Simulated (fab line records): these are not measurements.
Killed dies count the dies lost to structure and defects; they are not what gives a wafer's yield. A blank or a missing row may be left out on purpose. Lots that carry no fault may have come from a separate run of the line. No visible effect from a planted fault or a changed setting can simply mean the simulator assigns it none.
The tool behind it: which one? / flow sky130 / Sampling: 11 lots, 33 wafers, 4 of 708 route steps

## WHAT THE GAUGES READ, wafer by wafer
SKY_VIA3_CD_MEAS_12: the cd target is 200 nm. Usual: cdNm reads 199.9 nm (standard deviation 1.6).
lot=L908; measured=day 40 05:22; on=cdSem-01; cdNm (nm)=200.5 200.9 200.3; flag=
lot=L910; measured=day 40 20:47; on=cdSem-02; cdNm (nm)=200.3 200.8 200.9; flag=
lot=L913; measured=day 42 04:10; on=cdSem-02; cdNm (nm)=201.5 201.0 202.2; flag=
lot=L914; measured=day 42 08:13; on=cdSem-01; cdNm (nm)=198.8 198.3 198.3; flag=
lot=L921; measured=day 44 05:54; on=cdSem-02; cdNm (nm)=198.8 198.6 199.7; flag=
lot=L925; measured=day 45 08:27; on=cdSem-01; cdNm (nm)=198.9 200.4 199.3; flag=
lot=L926; measured=day 45 09:31; on=cdSem-01; cdNm (nm)=199.0 198.8 200.9; flag=
lot=L927; measured=day 45 14:07; on=cdSem-02; cdNm (nm)=201.2 200.4 200.3; flag=
lot=L928; measured=day 45 20:01; on=cdSem-01; cdNm (nm)=201.1 200.5 201.1; flag=
lot=L929; measured=day 46 08:04; on=cdSem-01; cdNm (nm)=201.8 202.0 201.8; flag=
lot=L930; measured=day 46 10:21; on=cdSem-01; cdNm (nm)=197.5 198.3 196.4; flag=

SKY_CAP2M_THK_MEAS_01. Usual: for CAP2M_CVD_00_THK the level is 15.49 nm and the standard deviation is 0.25.
lot=L908; measured=day 40 07:11; on=filmMetro-01; CAP2M_CVD_00_THK (nm)=15.27 15.74 15.37; flag=
lot=L910; measured=day 40 22:33; on=filmMetro-02; CAP2M_CVD_00_THK (nm)=15.26 15.46 15.49; flag=
lot=L913; measured=day 42 05:51; on=filmMetro-01; CAP2M_CVD_00_THK (nm)=15.36 15.55 15.34; flag=
lot=L914; measured=day 42 09:58; on=filmMetro-02; CAP2M_CVD_00_THK (nm)=15.35 14.58 15.73; flag=
lot=L921; measured=day 44 07:49; on=filmMetro-01; CAP2M_CVD_00_THK (nm)=15.19 15.70 15.56; flag=
lot=L925; measured=day 45 10:20; on=filmMetro-02; CAP2M_CVD_00_THK (nm)=15.46 15.83 16.01; flag=
lot=L926; measured=day 45 13:07; on=filmMetro-04; CAP2M_CVD_00_THK (nm)=15.84 15.59 15.55; flag=
lot=L927; measured=day 45 16:34; on=filmMetro-01; CAP2M_CVD_00_THK (nm)=15.26 15.63 15.89; flag=
lot=L928; measured=day 45 21:43; on=filmMetro-04; CAP2M_CVD_00_THK (nm)=15.20 15.51 15.47; flag=
lot=L929; measured=day 46 10:04; on=filmMetro-04; CAP2M_CVD_00_THK (nm)=15.41 15.58 15.72; flag=
lot=L930; measured=day 46 12:15; on=filmMetro-01; CAP2M_CVD_00_THK (nm)=15.17 15.15 15.55; flag=

## EACH LOT AND THE TOOL THAT RAN IT (in order: tool; ch and the chambers of the sampled wafers; start)
lot=L908; SKY_METAL3_STRIP_19=plasmaAsher-03 ch 0,1, day 39 03:09; SKY_CAP2M_CVD_00=pecvd-04 ch 0,1,2, day 40 07:09
lot=L910; SKY_METAL3_STRIP_19=plasmaAsher-02 ch 0,1, day 39 17:44; SKY_CAP2M_CVD_00=pecvd-02 ch 1,2, day 40 22:31
lot=L913; SKY_METAL3_STRIP_19=plasmaAsher-02 ch 0,1, day 41 02:38; SKY_CAP2M_CVD_00=pecvd-02 ch 0,2, day 42 05:49
lot=L914; SKY_METAL3_STRIP_19=plasmaAsher-03 ch 0,1, day 41 06:21; SKY_CAP2M_CVD_00=pecvd-02 ch 0,1,2, day 42 09:56
lot=L921; SKY_METAL3_STRIP_19=plasmaAsher-03 ch 0,1, day 43 01:54; SKY_CAP2M_CVD_00=pecvd-04 ch 0,2, day 44 07:47
lot=L925; SKY_METAL3_STRIP_19=plasmaAsher-02 ch 1, day 44 08:45; SKY_CAP2M_CVD_00=pecvd-04 ch 0,1, day 45 10:19
lot=L926; SKY_METAL3_STRIP_19=plasmaAsher-02 ch 0,1, day 44 10:38; SKY_CAP2M_CVD_00=pecvd-02 ch 0,2, day 45 13:05
lot=L927; SKY_METAL3_STRIP_19=plasmaAsher-02 ch 0,1, day 44 15:12; SKY_CAP2M_CVD_00=pecvd-04 ch 1,2, day 45 16:33
lot=L928; SKY_METAL3_STRIP_19=plasmaAsher-03 ch 0,1, day 44 22:39; SKY_CAP2M_CVD_00=pecvd-02 ch 0,2, day 45 21:41
lot=L929; SKY_METAL3_STRIP_19=plasmaAsher-04 ch 0,1, day 45 09:37; SKY_CAP2M_CVD_00=pecvd-04 ch 0,2, day 46 10:02
lot=L930; SKY_METAL3_STRIP_19=plasmaAsher-03 ch 0,1, day 45 10:19; SKY_CAP2M_CVD_00=pecvd-02 ch 0,2, day 46 12:13
- SKY_METAL3_STRIP_19: strips in O2/N2.
- SKY_CAP2M_CVD_00: deposits SiO2, target thk 15.5 nm.

## AS READ BY THE TOOLS THEMSELVES (means over the sampled wafers that have a number; for cases with no such wafer, the mark the record gives instead)
SKY_METAL3_STRIP_19. Usual: drypumpMotorCurrentA 5.7 A, standard deviation 0.41; oesProductAu 0.505 a.u., standard deviation 0.0069; stripTimeToEndpointS 6.61 s, standard deviation 0.12.
lot=L908; tool=plasmaAsher-03; drypumpMotorCurrentA (A)=5.8; oesProductAu (a.u.)=0.513; stripTimeToEndpointS (s)=6.82; flag=
lot=L910; tool=plasmaAsher-02; drypumpMotorCurrentA (A)=5.5; oesProductAu (a.u.)=0.512; stripTimeToEndpointS (s)=6.76; flag=
lot=L913; tool=plasmaAsher-02; drypumpMotorCurrentA (A)=5.2; oesProductAu (a.u.)=0.502; stripTimeToEndpointS (s)=6.55; flag=
lot=L914; tool=plasmaAsher-03; drypumpMotorCurrentA (A)=5.7; oesProductAu (a.u.)=0.499; stripTimeToEndpointS (s)=6.48; flag=
lot=L921; tool=plasmaAsher-03; drypumpMotorCurrentA (A)=5.8; oesProductAu (a.u.)=0.503; stripTimeToEndpointS (s)=6.53; flag=
lot=L925; tool=plasmaAsher-02; drypumpMotorCurrentA (A)=4.9; oesProductAu (a.u.)=0.511; stripTimeToEndpointS (s)=6.70; flag=
lot=L926; tool=plasmaAsher-02; drypumpMotorCurrentA (A)=5.6; oesProductAu (a.u.)=0.503; stripTimeToEndpointS (s)=6.49; flag=
lot=L927; tool=plasmaAsher-02; drypumpMotorCurrentA (A)=5.5; oesProductAu (a.u.)=0.504; stripTimeToEndpointS (s)=6.52; flag=
lot=L928; tool=plasmaAsher-03; drypumpMotorCurrentA (A)=5.7; oesProductAu (a.u.)=0.499; stripTimeToEndpointS (s)=6.53; flag=
lot=L929; tool=plasmaAsher-04; drypumpMotorCurrentA (A)=6.0; oesProductAu (a.u.)=0.507; stripTimeToEndpointS (s)=6.61; flag=
lot=L930; tool=plasmaAsher-03; drypumpMotorCurrentA (A)=5.8; oesProductAu (a.u.)=0.504; stripTimeToEndpointS (s)=6.62; flag=

SKY_CAP2M_CVD_00. Usual: heaterPowerOuterW 418 W, standard deviation 52; heaterPowerW 698 W, standard deviation 78.
lot=L908; tool=pecvd-04; heaterPowerOuterW (W)=404; heaterPowerW (W)=700; flag=
lot=L910; tool=pecvd-02; heaterPowerOuterW (W)=404; heaterPowerW (W)=702; flag=
lot=L913; tool=pecvd-02; heaterPowerOuterW (W)=450; heaterPowerW (W)=714; flag=
lot=L914; tool=pecvd-02; heaterPowerOuterW (W)=438; heaterPowerW (W)=703; flag=
lot=L921; tool=pecvd-04; heaterPowerOuterW (W)=391; heaterPowerW (W)=683; flag=
lot=L925; tool=pecvd-04; heaterPowerOuterW (W)=401; heaterPowerW (W)=722; flag=
lot=L926; tool=pecvd-02; heaterPowerOuterW (W)=452; heaterPowerW (W)=699; flag=
lot=L927; tool=pecvd-04; heaterPowerOuterW (W)=439; heaterPowerW (W)=748; flag=
lot=L928; tool=pecvd-02; heaterPowerOuterW (W)=387; heaterPowerW (W)=608; flag=
lot=L929; tool=pecvd-04; heaterPowerOuterW (W)=389; heaterPowerW (W)=696; flag=
lot=L930; tool=pecvd-02; heaterPowerOuterW (W)=413; heaterPowerW (W)=643; flag=

## THE ANSWER, worked out from the rows above alone
Rule: lot off if the mean of its wafers having a number is beyond 3 standard deviations from the usual mean. Also off: a lot with no number at a reading for which 4 or more lots have one. Where the step has rows for the other lots, those lots are counted as sound. After the gauges, taken in route order, come the tools' own readings; for these a lot's mean is taken, as printed above. The first step at which some lot is off is used, and at that step the reading that is off furthest; a lot without a number counts as furthest.
Across all readings shown, no lot is off: no conclusion can be drawn from this.

## WHAT WAS PUT IN BY THE SIMULATOR
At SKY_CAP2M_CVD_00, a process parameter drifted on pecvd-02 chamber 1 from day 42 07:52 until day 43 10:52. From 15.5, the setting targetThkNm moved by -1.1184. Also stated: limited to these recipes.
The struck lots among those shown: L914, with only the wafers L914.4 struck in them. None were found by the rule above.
